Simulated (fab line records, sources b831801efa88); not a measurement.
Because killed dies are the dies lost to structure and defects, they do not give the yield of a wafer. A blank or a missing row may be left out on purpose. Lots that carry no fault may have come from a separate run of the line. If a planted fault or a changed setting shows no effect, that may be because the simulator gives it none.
Chamber matching + flow sky130 + SKY_VIA1_ETCH_15 on rie-diel-04: 4 sister chambers
The step etches SiO2 in C4F8/O2/Ar, stops on TiN, target depth 351 nm, time 54 s. 4 wafers are shown with their chamber, then 9 later ones without.

== WAFERS PAIRED WITH THEIR CHAMBERS ==
| wafer  | chamber | oes-product-au (a.u.) |
|--------|---------|-----------------------|
| L089.3 | 1       | 0.984                 |
| L094.1 | 0       | 0.985                 |
| L094.2 | 3       | 0.986                 |
| L094.3 | 2       | 0.986                 |

== WAFERS WITH NO CHAMBER GIVEN ==
| wafer  | oes-product-au (a.u.) |
|--------|-----------------------|
| L094.4 | 0.990                 |
| L094.5 | 0.977                 |
| L094.6 | 0.979                 |
| L096.1 | 0.984                 |
| L096.2 | 0.981                 |
| L096.3 | 0.985                 |
| L096.4 | 0.982                 |
| L096.5 | 0.977                 |
| L096.6 | 0.982                 |

== THE CHAMBER EACH PASSED THROUGH ==
| wafer  | from the rows above               | in truth |
|--------|-----------------------------------|----------|
| L094.4 | can't be placed: 2 or 3 or 0 or 1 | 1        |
| L094.5 | can't be placed: 1 or 0 or 2 or 3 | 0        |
| L094.6 | can't be placed: 1 or 0 or 2 or 3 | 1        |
| L096.1 | can't be placed: 1 or 0 or 2 or 3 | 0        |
| L096.2 | can't be placed: 1 or 0 or 2 or 3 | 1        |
| L096.3 | can't be placed: 0 or 1 or 2 or 3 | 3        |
| L096.4 | can't be placed: 1 or 0 or 2 or 3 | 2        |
| L096.5 | can't be placed: 1 or 0 or 2 or 3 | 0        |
| L096.6 | can't be placed: 1 or 0 or 2 or 3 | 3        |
Placed correctly: 0 of 9. These rows do not allow placing 9 (true chamber among the candidates in 9). 0 placed wrongly.
How it was worked out, from the rows above alone: a wafer's distance from a chamber is the root of the sum, over the readings, of the square of ((its reading less the chamber's mean) divided by the reading's scatter). If the next closest chamber is less than 2 further off than the closest, the wafer can't be placed; otherwise it belongs to the closest. The mean given for a chamber averages the wafers shown for that chamber. The scatter: with one shown wafer a chamber, the root of the mean of the squares of how far each hidden wafer lies from its nearest shown one.
